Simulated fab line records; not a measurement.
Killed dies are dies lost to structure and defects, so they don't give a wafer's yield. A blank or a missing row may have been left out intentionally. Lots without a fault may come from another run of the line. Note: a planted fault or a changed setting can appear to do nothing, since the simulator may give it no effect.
Which tool is to blame? ; flow gf180mcu ; 6 lots, 18 wafers sampled, at 4 steps of a route of 602

## WHAT EACH GAUGE READ, for each wafer
GF_CONTACT_RS_MEAS_25: measures by four-point-probe.
lot;measured;on;CONTACT_W_RS (ohm/sq)
L827;day 17 18:22;film metro-02;0.330 0.323 0.322
L835;day 20 12:12;film metro-04;0.380 0.379 0.380
L839;day 22 07:50;film metro-01;0.379 0.378 0.382
L843;day 23 17:16;film metro-04;0.389 0.385 0.386
L844;day 23 21:01;film metro-02;0.380 0.382 0.368
L846;day 24 13:59;film metro-01;0.383 0.387 0.386

## TOOL THAT RAN EACH LOT (tool first, then ch and the chambers of the sampled wafers, then the start)
lot;GF_CONTACT_CVD_02;GF_CONTACT_STRIP_18;GF_CONTACT_CVD_24
L827;pecvd-01 ch 0,1,2, day 16 17:59;plasma asher-03 ch 0,1, day 17 17:50;cvd w-02 ch 0,1, day 17 18:16
L835;pecvd-04 ch 1,2, day 19 10:19;plasma asher-01 ch 0, day 20 11:35;cvd w-02 ch 1, day 20 12:01
L839;pecvd-04 ch 0,2, day 21 06:20;plasma asher-03 ch 0,1, day 22 07:19;cvd w-02 ch 1, day 22 07:43
L843;pecvd-02 ch 0,2, day 22 16:47;plasma asher-01 ch 0,1, day 23 16:46;cvd w-01 ch 0,1, day 23 17:10
L844;pecvd-01 ch 1,2, day 22 21:16;plasma asher-03 ch 0,1, day 23 20:31;cvd w-02 ch 0,1, day 23 20:55
L846;pecvd-02 ch 0,2, day 23 13:56;plasma asher-02 ch 1, day 24 13:28;cvd w-01 ch 0,1, day 24 13:52
- GF_CONTACT_CVD_02: deposits SiO2 from TEOS, target thk 860 nm, time 95.992 s.
- GF_CONTACT_STRIP_18: strips in O2/N2.
- GF_CONTACT_CVD_24: deposits W, target thk 300 nm, time 90.339 s.

## THE ANSWER, worked out from the rows above alone
Rule: the usual values come from the lots themselves. Put in order of their means at a reading, lots are off if they are a third of the lots or fewer, leave a main group of 4 or more, and stand apart from it by a gap of 3 or more times the standard deviation of the main group's means; of several such gaps the widest counts. The tables above print the reading to a certain number of digits; a main group whose means all agree to those digits is not used. A lot without any number at a reading at which 4 lots or more have one is off too. All remaining lots with rows at the step are treated as sound.
Off: L827, seen at GF_CONTACT_RS_MEAS_25 (CONTACT_W_RS). The main group has a mean of 0.382 ohm/sq with a standard deviation of 0.0038.
If a tool, at a process step before that reading, ran all the lots that are off and no sound lot after the first of them, it fits. Those tools and the gauges at GF_CONTACT_RS_MEAS_25 are tried in the same way. None of those tried fits.

## WHAT THE SIMULATOR HAD INSERTED
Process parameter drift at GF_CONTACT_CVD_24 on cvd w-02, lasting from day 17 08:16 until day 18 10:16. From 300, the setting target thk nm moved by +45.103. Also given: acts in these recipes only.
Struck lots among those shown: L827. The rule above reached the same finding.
